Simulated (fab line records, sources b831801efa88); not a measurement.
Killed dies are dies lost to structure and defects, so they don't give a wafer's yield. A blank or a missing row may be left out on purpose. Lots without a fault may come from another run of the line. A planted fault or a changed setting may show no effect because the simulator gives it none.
Which tool did it? | flow sky130 | 12 lots, 36 wafers sampled, at 1 step of a route of 708

WHAT THE GAUGES READ, wafer by wafer
SKY_FIELD_ISO_CD_MEAS_13: target cd 150 nm.
lot  | measured    | on        | cd_nm (nm)
L075 | day 2 08:18 | cd_sem-01 | 149.4 149.4 147.5
L077 | day 2 22:37 | cd_sem-02 | 151.6 152.4 152.6
L079 | day 3 07:04 | cd_sem-02 | 151.8 148.9 150.1
L081 | day 3 17:08 | cd_sem-02 | 149.5 150.0 148.4
L083 | day 4 04:12 | cd_sem-01 | 150.9 150.7 150.2
L085 | day 4 14:59 | cd_sem-01 | 148.5 148.8 148.9
L087 | day 5 00:58 | cd_sem-01 | 148.4 149.1 150.1
L089 | day 5 11:26 | cd_sem-01 | 154.4 153.7 153.4
L091 | day 5 21:41 | cd_sem-02 | 152.9 153.6 153.9
L093 | day 6 06:47 | cd_sem-01 | 151.4 151.1 149.9
L095 | day 6 18:38 | cd_sem-02 | 151.5 152.6 150.0
L097 | day 7 07:11 | cd_sem-01 | 152.2 153.4 152.5

WHICH TOOL RAN EACH LOT (tool, then ch and the chambers of the sampled wafers, then the start)
The record holds no process step before these readings.

THE ANSWER, worked out from the rows above alone
Rule: what is usual is taken from the lots themselves. Put in order of their means at a reading, lots are off if they are a third of the lots or fewer, leave a main group of 4 or more, and stand apart from it by a gap of 3 or more times the standard deviation of the main group's means; of several such gaps the widest counts. A main group whose means are all the same, to the digits that the tables above print for the reading, isn't used. A lot without any number at a reading at which 4 lots or more have one is off too. The other lots that the step has rows for count as sound.
No lot is off at any reading shown: from this, nothing can be told.

WHAT THE SIMULATOR HAD PUT IN
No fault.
